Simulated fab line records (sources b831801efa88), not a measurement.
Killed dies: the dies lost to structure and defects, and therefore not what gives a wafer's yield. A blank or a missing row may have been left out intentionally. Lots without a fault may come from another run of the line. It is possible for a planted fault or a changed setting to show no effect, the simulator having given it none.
Comparing a struck lot with a sound one :: flow sky130 :: 14 steps out of a route of 708
Sound: these wafers, L414.1, L414.2, L414.4. Wafers struck: L407.3, L407.5, L407.6. At the end, the cause is stated.
Order at every step that has rows: each side's tool, ch and its chambers, its first start. Under that, the readings that differ: sound wafers :: struck wafers :: difference of the means :: sigmas: that difference in standard deviations of wafers without a fault.
alike: same words and numbers on both sides, and readings whose means sit less than 2 such deviations apart. not compared: any withheld reading, any reading some wafer has no value for, any bound like >300 that may hide the same value, and any number with overlapping values for which the record gives no deviation.
Wherever a step has rows on one side only, a row that says differs or no value, or a row with sigmas, the two part there. Numbers that don't overlap but have no deviation are shown without sigmas and don't part them. Lack of a reading on every wafer of one side parts them only where that side has two or more wafers.

SKY_VIA2_STRIP_16: strips in O2/N2.
  sound on plasmaAsher-01 ch 0,1, day 41 08:14; struck on plasmaAsher-02 ch 0,1, day 39 20:49
reading: drypumpMotorCurrentA (A)
sound: 5.0 5.7 5.0
struck: 6.4 6.4 6.0
difference: +1.0
sigmas: +2
  alike: oesProductAu, stripTimeToEndpointS
  not compared: rfHoursCounterH
then, 3 steps without rows for these wafers: SKY_VIA2_STRIP_17 (strips in post etch residue remover, time 1200 s); SKY_VIA2_CLEAN_18 (cleans in IPA, time 180 s); SKY_VIA2_CLEAN_19 (cleans in O3/DIW).
SKY_VIA2_SPUTTER_20: material TiN, target thk 20 nm, time 80 s.
  struck on pvdSputter-03, day 39 21:22; sound on pvdSputter-01, day 41 08:49
  alike: cathodeDcPowerW, chamberPressurePa, throttleValvePct
SKY_VIA2_CVD_21: deposits W, target thk 420 nm, time 126.4 s.
  sound on cvdW-02 ch 0,1, day 41 08:53; struck on cvdW-02 ch 0,1, day 39 21:28
  alike: heaterPowerW
SKY_VIA2_RS_MEAS_22: measurement is done with a four-point probe.
  struck on filmMetro-04, day 39 21:36; sound on filmMetro-03, day 41 09:01
  alike: VIA2_W_RS
SKY_VIA2_THK_MEAS_23: measures by xrf.
  struck on filmMetro-04, day 39 21:42; sound on filmMetro-03, day 41 09:08
  alike: VIA2_W_THK
then, 1 step without rows for these wafers: SKY_VIA2_CMP_24 (polishes, stops on SiO2, t overpolish 20 s, target thk 0 nm).
SKY_METAL3_SPUTTER_00: material Ti, target thk 15 nm, time 10 s.
  struck on pvdSputter-04, day 39 22:02; sound on pvdSputter-03, day 41 09:29
  alike: cathodeDcPowerW, chamberPressurePa, throttleValvePct
then, 1 step without rows for these wafers: SKY_METAL3_SPUTTER_01 (material TiN, target thk 20 nm, time 16.7 s).
SKY_METAL3_SPUTTER_02: material AlCu, target thk 735 nm, time 39.1 s.
  struck on pvdSputter-04, day 39 22:05; sound on pvdSputter-03, day 41 09:32
  alike: cathodeDcPowerW, chamberPressurePa, throttleValvePct
SKY_METAL3_SPUTTER_03: material Ti, target thk 5 nm, time 3.3 s.
  struck on pvdSputter-04, day 39 22:08; sound on pvdSputter-03, day 41 09:35
  no value came back on the struck wafers for cathodeDcPowerW (W), chamberPressurePa (Pa), throttleValvePct (%); on the sound wafers cathodeDcPowerW (W) reads 2999.9 3000.0 3001.2
then, 1 step without rows for these wafers: SKY_METAL3_SPUTTER_04 (material TiN, target thk 70 nm, time 58.3 s).

WHERE THEY PART
Earliest at SKY_VIA2_STRIP_16; latest, in this record, at SKY_METAL3_SPUTTER_03.

WHY: what had been put in by the simulator
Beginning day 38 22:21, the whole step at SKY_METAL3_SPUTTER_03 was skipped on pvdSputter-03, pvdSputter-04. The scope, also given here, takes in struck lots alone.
